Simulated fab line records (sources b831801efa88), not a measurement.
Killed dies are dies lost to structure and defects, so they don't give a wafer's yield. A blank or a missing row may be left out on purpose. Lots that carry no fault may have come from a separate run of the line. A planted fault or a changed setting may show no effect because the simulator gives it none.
Matching of chambers || flow gf180mcu || GF_V2_CVD_02 on pecvd-03: 3 sister chambers
The step deposits SiO2 from TEOS, target thk 850 nm, time 94.851 s. 16 wafers are shown with their chamber, then 8 later ones without.

## EACH WAFER AND ITS CHAMBER
{"wafer": "L578.1", "chamber": 1, "heater_power_w (W)": 682}
{"wafer": "L578.4", "chamber": 1, "heater_power_w (W)": 730}
{"wafer": "L578.5", "chamber": 2, "heater_power_w (W)": 523}
{"wafer": "L579.3", "chamber": 1, "heater_power_w (W)": 709}
{"wafer": "L579.4", "chamber": 1, "heater_power_w (W)": 728}
{"wafer": "L579.6", "chamber": 0, "heater_power_w (W)": 793}
{"wafer": "L581.4", "chamber": 2, "heater_power_w (W)": 612}
{"wafer": "L581.5", "chamber": 1, "heater_power_w (W)": 703}
{"wafer": "L581.6", "chamber": 0, "heater_power_w (W)": 765}
{"wafer": "L582.3", "chamber": 0, "heater_power_w (W)": 825}
{"wafer": "L582.4", "chamber": 1, "heater_power_w (W)": 666}
{"wafer": "L582.6", "chamber": 2, "heater_power_w (W)": 540}
{"wafer": "L583.1", "chamber": 2, "heater_power_w (W)": 598}
{"wafer": "L583.2", "chamber": 0, "heater_power_w (W)": 750}
{"wafer": "L583.6", "chamber": 2, "heater_power_w (W)": 633}
{"wafer": "L595.1", "chamber": 2, "heater_power_w (W)": 588}

SIGNATURES, as means of the wafers listed above
{"reading": "heater_power_w", "chamber 0": 783.25, "chamber 1": 703.00, "chamber 2": 582.33, "scatter within a chamber": 34.5}
Rule: a wafer lies at a distance from a chamber equal to the root of the sum of squares, over the readings, of (its reading less the chamber's mean, divided by the reading's scatter). The wafer belongs to the nearest chamber; if the next one is less than 2 further off, it can't be placed. How the scatter is found: for the shown wafers, subtract from each reading the mean of its chamber, square and add these, divide the total by (wafers less chambers), then take the root.

## WAFERS WHOSE CHAMBER IS MISSING
{"wafer": "L595.2", "heater_power_w (W)": 694}
{"wafer": "L595.6", "heater_power_w (W)": 667}
{"wafer": "L598.2", "heater_power_w (W)": 810}
{"wafer": "L598.4", "heater_power_w (W)": 733}
{"wafer": "L598.5", "heater_power_w (W)": 613}
{"wafer": "L600.3", "heater_power_w (W)": 673}
{"wafer": "L600.4", "heater_power_w (W)": 679}
{"wafer": "L600.6", "heater_power_w (W)": 678}

## CHAMBER TAKEN BY EACH
{"wafer": "L595.2", "from the rows above": 1, "in truth": 1}
{"wafer": "L595.6", "from the rows above": "can't be placed: 1 or 2", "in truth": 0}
{"wafer": "L598.2", "from the rows above": 0, "in truth": 0}
{"wafer": "L598.4", "from the rows above": "can't be placed: 1 or 0", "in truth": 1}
{"wafer": "L598.5", "from the rows above": "can't be placed: 2 or 1", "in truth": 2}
{"wafer": "L600.3", "from the rows above": "can't be placed: 1 or 2", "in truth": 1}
{"wafer": "L600.4", "from the rows above": 1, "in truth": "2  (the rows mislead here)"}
{"wafer": "L600.6", "from the rows above": 1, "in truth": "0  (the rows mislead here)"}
Correct placement for 2 of the 8. These rows do not allow placing 4 (true chamber among the candidates in 3). Placed wrongly: 2.
